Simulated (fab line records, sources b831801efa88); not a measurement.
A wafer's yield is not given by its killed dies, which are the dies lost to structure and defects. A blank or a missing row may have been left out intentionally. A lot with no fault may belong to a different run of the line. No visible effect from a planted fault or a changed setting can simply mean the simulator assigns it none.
Chamber matching -- flow sky130 -- 4 sister chambers for SKY_POLY_GATE_ETCH_17 on rieSi-02
The step etches poly-Si in HBr/Cl2, stops on SiO2, target depth 180 nm, time 70.5 s. 4 wafers are shown with their chamber, then 7 later ones without.

== EACH WAFER AND ITS CHAMBER ==
wafer,chamber,drypumpMotorCurrentA (A)
L307.1,3,5.4
L307.4,0,5.6
L307.6,1,5.2
L308.1,2,6.2

== WAFERS WITH NO CHAMBER GIVEN ==
wafer,drypumpMotorCurrentA (A)
L308.2,5.3
L308.4,5.6
L311.3,5.6
L311.4,5.3
L311.5,6.2
L319.1,6.2
L319.6,6.2

== WHICH CHAMBER EACH WENT THROUGH ==
wafer,from the rows above,in truth
L308.2,can't be placed: 1 or 3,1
L308.4,0,0
L311.3,0,0
L311.4,can't be placed: 1 or 3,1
L311.5,2,2
L319.1,2,2
L319.6,2,2
Correct placement for 5 of the 7. Can't be placed from these rows: 2 (the true chamber is among the candidates in 2). Placed wrongly: 0.
How it was worked out, from the rows above alone: a wafer's distance from a chamber is the root of the sum, over the readings, of the square of ((its reading less the chamber's mean) divided by the reading's scatter). If the next closest chamber is less than 2 further off than the closest, the wafer can't be placed; otherwise it belongs to the closest. Each chamber's mean is taken over the wafers shown for it. The scatter: with one shown wafer a chamber, the root of the mean of the squares of how far each hidden wafer lies from its nearest shown one.
